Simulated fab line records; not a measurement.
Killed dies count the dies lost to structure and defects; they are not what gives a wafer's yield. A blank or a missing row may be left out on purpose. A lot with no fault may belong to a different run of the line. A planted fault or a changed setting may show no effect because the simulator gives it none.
What tool caused it? | flow gf180mcu | 7 lots with 19 wafers sampled at 2 steps, on a route of 602 steps

== WHAT THE GAUGES READ, wafer by wafer ==
GF_MIM_RS_MEAS_10: measures by four-point-probe.
lot  | measured     | on            | MIM_ALCU_RS (ohm/sq)
L367 | day 25 16:24 | film-metro-04 | 0.1616 0.1606 0.1600
L372 | day 27 13:37 | film-metro-01 | 0.1604 0.1599 0.1606
L374 | day 27 19:39 | film-metro-01 | 0.1582 0.1614 0.1608
L376 | day 28 12:46 | film-metro-04 | 0.1606 0.1595 0.1596
L378 | day 28 18:59 | film-metro-01 | 0.1616 0.1605 0.1636
L380 | day 29 16:13 | film-metro-01 | 0.1598 0.1579
L386 | day 31 02:56 | film-metro-01 | 0.1617 0.1636

== TOOL THAT RAN EACH LOT (tool first, then ch and the chambers of the sampled wafers, then the start) ==
lot  | GF_V4_SPUTTER_22
L367 | pvd-sputter-03, day 25 15:20
L372 | pvd-sputter-01, day 27 12:34
L374 | pvd-sputter-04, day 27 18:36
L376 | pvd-sputter-03, day 28 11:43
L378 | pvd-sputter-01, day 28 17:56
L380 | pvd-sputter-03, day 29 13:01
L386 | pvd-sputter-01, day 31 01:50
- GF_V4_SPUTTER_22: material TiN, target thk 10 nm, time 40 s.

== THE ANSWER, worked out from the rows above alone ==
Rule: what is usual is taken from the lots themselves. Put in order of their means at a reading, lots are off if they are a third of the lots or fewer, leave a main group of 4 or more, and stand apart from it by a gap of 3 or more times the standard deviation of the main group's means; of several such gaps the widest counts. A main group whose means are all the same, to the digits that the tables above print for the reading, isn't used. Also off: a lot with no number at a reading for which 4 or more lots have one. All remaining lots with rows at the step are treated as sound.
No lot is off at any reading shown: from this, nothing can be told.

== WHAT WAS PUT IN BY THE SIMULATOR ==
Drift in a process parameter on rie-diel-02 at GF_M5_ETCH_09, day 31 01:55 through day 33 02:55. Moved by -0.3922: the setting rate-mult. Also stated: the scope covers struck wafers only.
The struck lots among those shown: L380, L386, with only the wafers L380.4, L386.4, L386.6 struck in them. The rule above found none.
